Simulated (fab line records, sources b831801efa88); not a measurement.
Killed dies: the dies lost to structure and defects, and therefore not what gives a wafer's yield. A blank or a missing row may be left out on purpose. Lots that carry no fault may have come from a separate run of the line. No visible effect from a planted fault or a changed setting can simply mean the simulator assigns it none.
fab line records	flow sky130
record lots=12	wafers=34	last-day=50
route steps=708 shown SPACER@306 POLY_CUT@317 CONTACT@410 METAL1@450 PAD_OPEN@708
lots with no fault: from the same line, run without faults
start-h: hours from the record's opening day to when the first of the lot's shown wafers began	wait-h: hours since the lot's step before	" identical to the entry in the row above	L1.1+2: a single row standing in for several wafers	- no value present, or no start provided	* or withheld: withheld	< > ~ a bound
route shown NAME@n: names a module that has steps shown in the file, with the first one's number in the route	usual: mean/standard deviation of fault-free wafers	same: alike in all rows	chamber/n: place in a boat	sites: each site's reading	_std_site: standard deviation across them	_edge_site: outer sites' mean less inner sites'	radius-mm: how far each site lies from the wafer's centre	mask NAME#n: copy n	behind: the tool/chamber that last shaped the wafer	hold: the reason the lot was held/the length of the hold in hours/how it ended	device: which transistor (n, p or np) failed to switch	end of line: the same wafers' tests at the end of the route	where a step has no rows: the recipe by itself	killed: count of dies lost to structure and defects at first sort (not the wafer's yield)	map: the dies of a wafer, with x for killed, . for not killed, _ for no die there
set.NAME: the setting as run; set.NAME@STEP: as run at that earlier step	model.NAME: the simulator's own value behind a step, which no gauge read
one table for each step of the route and one row for each wafer, over a sample of lots
services: a tool's chamber out of use, with start hour (start-h, from the record's first day; less than 0 if before it), hours out, and reason
## steps
# step SKY_SPACER_ETCHBACK_02
# recipe chemistry=CH3F/O2	target=Si3N4	stop-on=SiO2	source-w=400	bias-w=80	pressure-mtorr=25	ch3f-flow-sccm=40	O2_flow_sccm=30	time-s=46.7	target-depth-a=450
# usual drypump-motor-current-A=5.7/0.42	oes-product-au=0.852/0.0065	throttle-valve-pct=10.561/0.0087
lot.wafer	tool	chamber	start-h	wait-h	drypump-motor-current-A	oes-product-au	rf-hours-counter-h	throttle-valve-pct
L760.1	rie-diel-02	0	525.59	0.1	5.5	0.864	2	10.549
L760.4	"	3	"	"	6.2	0.859	47	10.565
L760.5	"	1	"	"	5.2	0.861	-	10.567
L762.3	rie-diel-02	0	548.78	0.0	5.5	0.839	2	10.554
L762.4	"	2	"	"	5.7	0.849	10	10.553
L762.6	"	2	"	"	5.7	0.840	-	10.548
L763.1	rie-diel-03	3	551.70	0.1	4.8	0.851	10	10.561
L763.4	"	0	"	"	6.1	0.855	2	10.554
L763.6	"	2	"	"	5.7	0.841	-	10.570
L766.1	rie-diel-04	0	583.20	0.1	6.5	0.855	7	10.553
L766.2	"	2	"	"	5.6	0.857	6	10.562
L766.3	"	1	"	"	6.2	0.861	67	10.570
L768.1	rie-diel-03	1	595.90	0.1	5.8	0.856	5	10.546
L768.6	"	2	"	"	5.7	0.851	-	10.564
L769.1	rie-diel-02	0	605.69	0.1	5.5	0.860	3	10.557
L769.5	"	1	"	"	5.2	0.857	-	10.556
L777.1	rie-diel-03	0	674.85	0.1	6.1	0.854	4	10.562
L777.2	"	1	"	"	5.8	0.851	7	10.559
L777.5	"	1	"	"	5.8	0.859	-	10.564
L779.2	rie-diel-02	1	691.30	0.0	5.2	0.857	6	10.558
L779.3	"	2	"	"	5.8	0.846	13	10.573
L779.5	"	0	"	"	5.5	0.853	-	10.569
L780.1	rie-diel-02	0	699.30	0.1	5.6	0.859	4	10.574
L780.2	"	1	"	"	5.2	0.860	7	10.549
L780.4	"	2	"	"	5.7	0.854	13	10.560
L781.4	rie-diel-02	0	706.47	0.0	5.6	0.861	4	10.566
L781.5	"	0	"	"	5.5	0.871	-	10.559
L781.6	"	1	"	"	5.2	0.855	-	10.563
L782.2	rie-diel-04	0	714.65	0.0	6.5	0.855	9	10.566
L782.4	"	3	"	"	5.8	0.855	5	10.561
L782.6	"	2	"	"	5.6	0.847	-	10.547
L783.1	rie-diel-02	2	727.60	0.1	5.7	0.853	14	10.576
L783.4	"	2	"	"	5.7	0.854	-	10.563
L783.5	"	1	"	"	5.2	0.854	-	10.569
# step SKY_POLY_CUT_ETCH_10
# recipe chemistry=N2/H2	target=BARC	ion-energy-ev=200	source-w=500	bias-w=100	pressure-mtorr=30	n2-flow-sccm=100	h2-flow-sccm=200	stop-on=SiO2	time-s=45.9	target-depth-a=600
# usual drypump-motor-current-A=5.7/0.56	oes-product-au=0.855/0.0043	throttle-valve-pct=13.225/0.0089
lot.wafer	tool	chamber	start-h	wait-h	drypump-motor-current-A	oes-product-au	rf-hours-counter-h	throttle-valve-pct
L760.1	rie-diel-03	2	555.76	0.0	5.8	0.848	50	13.215
L760.4	"	1	"	"	5.9	0.850	4	13.242
L760.5	"	3	"	"	4.8	0.850	-	13.224
L762.3	rie-diel-03	0	579.16	0.0	6.1	0.852	2	13.227
L762.4	"	2	"	"	5.7	0.851	50	13.216
L762.6	"	0	"	"	6.1	0.856	-	13.204
L763.1	rie-diel-01	2	581.94	0.0	4.8	0.856	14	13.223
L763.4	"	3	"	"	5.8	0.852	2	13.226
L763.6	"	1	"	"	6.4	0.854	-	13.225
L766.1	rie-diel-04	3	612.79	0.0	5.8	0.849	3	13.233
L766.2	"	0	"	"	6.5	0.855	8	13.231
L766.3	"	2	"	"	5.6	0.854	6	13.242
L768.1	rie-diel-01	2	625.44	0.0	4.7	0.859	15	13.236
L768.6	"	3	"	"	5.8	0.863	-	13.225
L769.1	rie-diel-01	3	635.51	0.0	5.8	0.865	4	13.216
L769.5	"	2	"	"	4.8	0.857	-	13.235
L777.1	rie-diel-03	2	703.06	0.0	5.7	0.858	53	13.244
L777.2	"	1	"	"	5.8	0.852	8	13.245
L777.5	"	1	"	"	5.8	0.855	-	13.228
L779.2	rie-diel-03	0	719.71	0.0	6.1	0.853	5	13.216
L779.3	"	3	"	"	4.8	0.853	14	13.241
L779.5	"	2	"	"	5.7	0.850	-	13.223
L780.1	rie-diel-03	1	727.14	0.0	5.8	0.860	9	13.225
L780.2	"	0	"	"	6.1	0.856	6	13.224
L780.4	"	3	"	"	4.8	0.848	-	13.221
L781.4	rie-diel-01	3	734.76	0.0	5.8	0.851	6	13.218
L781.5	"	0	"	"	4.9	0.852	-	13.233
L781.6	"	1	"	"	6.4	0.848	-	13.227
L782.2	rie-diel-04	0	742.46	0.0	6.5	0.859	10	13.221
L782.4	"	3	"	"	5.8	0.863	5	13.220
L782.6	"	3	"	"	5.8	0.860	-	13.206
L783.1	rie-diel-04	1	755.44	0.0	6.2	0.854	2	13.226
L783.4	"	3	"	"	5.8	0.856	5	13.232
L783.5	"	1	"	"	6.2	0.857	-	13.219
# step SKY_CONTACT_CMP_04
# recipe material=SiO2	down-force-psi=4	platen-rpm=60	pad-velocity-m-s=0.94248
# usual head-pressure-psi=4.000/0.0081	motor-current-A=11.7/1.1	time-to-endpoint-s=84/3.6
lot.wafer	tool	chamber	start-h	wait-h	head-pressure-psi	motor-current-A	time-to-endpoint-s
L760.1	cmp-01	1	707.06	0.1	4.008	10.7	79
L760.4	"	3	"	"	3.995	12.4	80
L760.5	"	1	"	"	4.000	10.2	81
L762.4	cmp-02	3	726.46	0.0	4.003	11.9	82
L762.3	"	0	"	"	3.990	10.2	84
L762.6	"	0	"	"	3.995	10.5	86
L763.1	cmp-01	0	730.52	0.1	3.993	10.6	77
L763.4	"	2	"	"	4.017	12.0	82
L763.6	"	0	"	"	3.995	11.0	81
L766.1	cmp-01	2	758.86	0.1	4.007	11.3	106
L766.2	"	3	"	"	4.009	13.7	75
L766.3	"	0	"	"	4.013	11.0	81
L768.1	cmp-01	2	771.16	0.2	3.998	11.2	104
L768.6	"	3	"	"	4.009	14.1	103
L769.1	cmp-01	1	779.14	0.1	4.017	10.6	108
L769.5	"	1	"	"	4.006	10.4	80
L777.1	cmp-01	2	842.53	0.2	4.012	11.0	83
L777.2	"	0	"	"	3.999	11.6	82
L777.5	"	3	"	"	3.997	14.1	84
L779.2	cmp-02	3	856.94	0.0	4.017	11.7	85
L779.3	"	1	"	"	3.986	12.9	85
L779.5	"	3	"	"	4.004	12.4	87
L780.1	cmp-01	1	864.20	0.1	3.986	10.7	84
L780.4	"	2	"	"	3.994	11.4	81
L780.2	"	3	"	"	4.003	13.6	83
L781.4	cmp-01	3	872.11	0.0	4.007	14.5	85
L781.6	"	3	"	"	3.992	13.8	84
L781.5	"	0	"	"	4.000	11.7	83
L782.2	cmp-02	1	879.55	0.1	4.002	12.3	88
L782.4	"	3	"	"	3.999	11.7	82
L782.6	"	1	"	"	4.003	12.3	86
L783.4	cmp-01	1	890.56	0.0	3.997	10.4	87
L783.1	"	2	"	"	4.000	11.4	85
L783.5	"	2	"	"	3.999	11.5	88
# step SKY_CONTACT_ETCH_17
# recipe target=SiO2	chemistry=C4F8/O2/Ar	stop-on=Si3N4	mask-material=KrF-thick	source-w=1500	bias-w=1200	pressure-mtorr=40	c4f8-flow-sccm=withheld	O2_flow_sccm=6	Ar_flow_sccm=300	time-s=withheld	target-depth-a=3400
# usual oes-product-au=0.892/0.0048
lot.wafer	tool	chamber	start-h	wait-h	oes-product-au
L760.1	rie-diel-03	0	735.68	0.0	0.898
L760.4	"	0	"	"	0.890
L760.5	"	1	"	"	0.886
L762.3	rie-diel-03	2	755.03	0.0	0.889
L762.4	"	0	"	"	0.891
L762.6	"	1	"	"	0.885
L763.1	rie-diel-03	1	758.64	0.0	0.888
L763.4	"	2	"	"	0.900
L763.6	"	2	"	"	0.905
L766.1	rie-diel-03	1	785.98	0.0	0.994
L766.2	"	2	"	"	0.897
L766.3	"	3	"	"	0.888
L768.1	rie-diel-03	2	797.84	0.0	0.995
L768.6	"	0	"	"	0.999
L769.1	rie-diel-02	3	805.93	0.0	0.999
L769.5	"	0	"	"	0.888
L777.1	rie-diel-01	2	869.23	0.0	0.882
L777.2	"	0	"	"	0.900
L777.5	"	3	"	"	0.890
L779.2	rie-diel-01	1	883.15	0.0	0.897
L779.3	"	3	"	"	0.893
L779.5	"	2	"	"	0.896
L780.1	rie-diel-03	2	890.68	0.0	0.888
L780.2	"	0	"	"	0.894
L780.4	"	3	"	"	0.897
L781.4	rie-diel-01	1	898.59	0.0	0.894
L781.5	"	3	"	"	0.896
L781.6	"	2	"	"	0.892
L782.2	rie-diel-01	0	905.59	0.0	0.897
L782.4	"	3	"	"	0.896
L782.6	"	1	"	"	0.884
L783.1	rie-diel-02	2	916.49	0.0	0.893
L783.4	"	0	"	"	0.894
L783.5	"	2	"	"	0.899
# step SKY_METAL1_OVL_MEAS_16
# usual METAL1_OVL=-6/5.6
lot.wafer	tool	chamber	start-h	wait-h	METAL1_OVL[nm]
L760.1	overlay-02	-	764.05	0.1	-15
L760.4	"	-	"	"	-12
L760.5	"	-	"	"	-11
L762.3	overlay-02	-	783.48	0.1	-7
L762.4	"	-	"	"	-9
L762.6	"	-	"	"	-10
L763.1	overlay-02	-	787.05	0.1	-3
L763.4	"	-	"	"	-1
L763.6	"	-	"	"	4
L766.1	overlay-01	-	814.50	0.1	-1
L766.2	"	-	"	"	4
L766.3	"	-	"	"	3
L768.1	overlay-02	-	825.97	0.1	-11
L768.6	"	-	"	"	-8
L769.1	overlay-01	-	833.57	0.1	0
L769.5	"	-	"	"	-4
L777.1	overlay-01	-	895.61	0.1	-19
L777.2	"	-	"	"	-2
L777.5	"	-	"	"	-17
L779.2	overlay-01	-	909.86	0.1	0
L779.3	"	-	"	"	-4
L779.5	"	-	"	"	2
L780.1	overlay-01	-	917.06	0.1	-9
L780.2	"	-	"	"	-17
L780.4	"	-	"	"	-9
L781.4	overlay-02	-	924.98	0.1	-10
L781.5	"	-	"	"	6
L781.6	"	-	"	"	-6
L782.2	overlay-01	-	931.96	0.1	-10
L782.4	"	-	"	"	-3
L782.6	"	-	"	"	-13
L783.1	overlay-02	-	942.71	0.1	-5
L783.4	"	-	"	"	-3
L783.5	"	-	"	"	-4
# step SKY_PAD_OPEN_PROBE_99
# usual killed_at_M0_to_M3=44/7	killed_at_M4_up=3.2/1.8	killed-at-contacts=24/5.1	killed-at-front-end=15/4.3	killed-at-other=0.3/0.5	killed-dies=86/9.6	killed-on-rim=17/4.1	killed-open=48/7.1	killed-short=38/6.7
# same gross-dies=492	killed-at-back-side=0
lot.wafer	tool	chamber	start-h	wait-h	killed_at_M0_to_M3	killed_at_M4_up	killed-at-contacts	killed-at-front-end	killed-at-other	killed-dies	killed-on-rim	killed-open	killed-short
L766.1	prober-01	-	1113.66	0.1	42	3	180	15	0	240	72	51	31
L766.2	prober-01	-	1113.71	0.1	41	2	30	19	1	93	24	55	37
L766.3	prober-01	-	1113.76	0.2	43	4	23	19	0	89	9	46	42
L768.1	prober-01	-	1124.26	0.1	46	3	208	16	1	274	62	52	40
L768.6	prober-01	-	1124.51	0.2	42	4	99	10	0	155	13	47	30
L769.1	prober-02	-	1128.66	0.1	38	3	205	17	0	263	73	40	34
L769.5	prober-02	-	1128.86	0.2	44	2	34	24	0	104	23	59	45
# killed by level:class
L766.1 CONTACT:area-cmp=156 LI_CONTACT:geometric-particle:open=8 VIA3:geometric-particle:open=8 FIELD_ISO:geometric-particle:open=7 VIA2:geometric-particle:open=7 METAL1:geometric-particle:short=6 VIA1:geometric-particle:open=6 LI_CONTACT:geometric-particle:short=5
L766.2 VIA2:geometric-particle:open=12 CONTACT:geometric-particle:open=9 POLY_GATE:geometric-particle:short=7 LI_CONTACT:geometric-particle:open=7 VIA3:geometric-particle:open=6 VIA1:geometric-particle:open=6 LI_CONTACT:geometric-particle:short=5 CONTACT:geometric-particle:short=5
L766.3 VIA2:geometric-particle:open=8 FIELD_ISO:geometric-particle:short=7 METAL2:geometric-particle:short=7 LI_CONTACT:geometric-particle:open=7 CONTACT:geometric-particle:open=7 VIA1:geometric-particle:open=6 CONTACT:geometric-particle:short=5 POLY_GATE:geometric-particle:open=4
L768.1 CONTACT:area-cmp=182 VIA1:geometric-particle:open=14 CONTACT:geometric-particle:open=10 VIA2:geometric-particle:open=7 FIELD_ISO:geometric-particle:short=6 VIA3:geometric-particle:open=6 POLY_GATE:geometric-particle:open=5 LI_CONTACT:geometric-particle:open=5
L768.6 CONTACT:area-cmp=78 VIA1:geometric-particle:open=12 CONTACT:geometric-particle:open=11 VIA2:geometric-particle:open=7 CONTACT:geometric-particle:short=6 METAL1:geometric-particle:short=5 VIA3:geometric-particle:short=5 METAL2:geometric-particle:short=4
L769.1 CONTACT:area-cmp=188 VIA1:geometric-particle:open=17 CONTACT:geometric-particle:open=7 METAL2:geometric-particle:short=5 VIA1:geometric-particle:short=5 FIELD_ISO:geometric-particle:open=4 POLY_GATE:geometric-particle:short=4 LI_CONTACT:geometric-particle:open=3
L769.5 CONTACT:geometric-particle:open=13 VIA1:geometric-particle:open=12 VIA2:geometric-particle:open=10 CONTACT:geometric-particle:short=8 POLY_GATE:geometric-particle:short=8 LI_CONTACT:geometric-particle:open=6 FIELD_ISO:geometric-particle:open=5 LOCAL_INTERCONNECT:geometric-particle:short=4
## services
tool	chamber	start-h	hours	kind
rie-diel-01	-	501.80	2.8	pm
rie-diel-02	-	535.16	1.0	repair
cmp-01	-	557.31	0.3	repair
rie-diel-02	0	558.86	6.7	repair
rie-diel-02	-	607.78	14.6	pm
rie-diel-03	0	612.26	26.1	repair
rie-diel-03	-	622.73	2.8	pm
rie-diel-03	2	641.85	1.4	repair
cmp-01	-	646.24	5.2	pm
rie-diel-02	0	651.58	18.4	repair
cmp-01	-	690.04	0.7	repair
cmp-01	-	745.95	0.4	repair
cmp-01	-	747.32	4.0	pm
rie-diel-02	1	758.26	6.6	repair
rie-diel-02	-	784.98	0.4	repair
rie-diel-02	-	788.67	2.8	pm
cmp-01	-	793.64	0.8	repair
rie-diel-03	1	814.68	3.0	repair
rie-diel-01	3	820.67	13.5	repair
rie-diel-03	3	828.33	6.8	repair
rie-diel-03	1	849.83	11.1	repair
cmp-01	-	855.69	1.4	repair
cmp-01	-	894.98	3.8	repair
rie-diel-03	-	899.05	14.6	pm
## key
first-sign step=SKY_CONTACT_CMP_04	reading=time-to-endpoint-s	direction=up	sigmas=6	usual=*	struck=*
effect step=SKY_CONTACT_ETCH_17	reading=oes-product-au	direction=up	sigmas=22	usual=0.892	struck=0.997
effect step=SKY_PAD_OPEN_PROBE_99	reading=killed-at-contacts	direction=up	sigmas=29	usual=24	struck=173
more-kills-born-at SKY_CONTACT_CMP_04@cmp-01=604
met-at SKY_CONTACT_CMP_04
struck-lots L766,L768,L769
struck-wafers L766.1,L768.1,L768.6,L769.1
tester-left-out L766,L768,L769
not-acting-at SKY_SPACER_ETCHBACK_02,SKY_POLY_CUT_ETCH_10,SKY_METAL1_OVL_MEAS_16
onset-between 730.52 758.86
fault kind=process-parameter-drift	tool=cmp-01	chamber=-	onset-h=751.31	steps=SKY_CONTACT_CMP_04	channel=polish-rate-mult	offset=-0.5	shape=step	end-h=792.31	scope=struck-wafers-only
# tester-left-out: of these lots the tester's yield and bins aren't shown, on N5 and GAA mostly nor the transistor test; their killed dies are dies lost to structure and defects alone, not to doping, threshold or leakage, so they don't give the yield
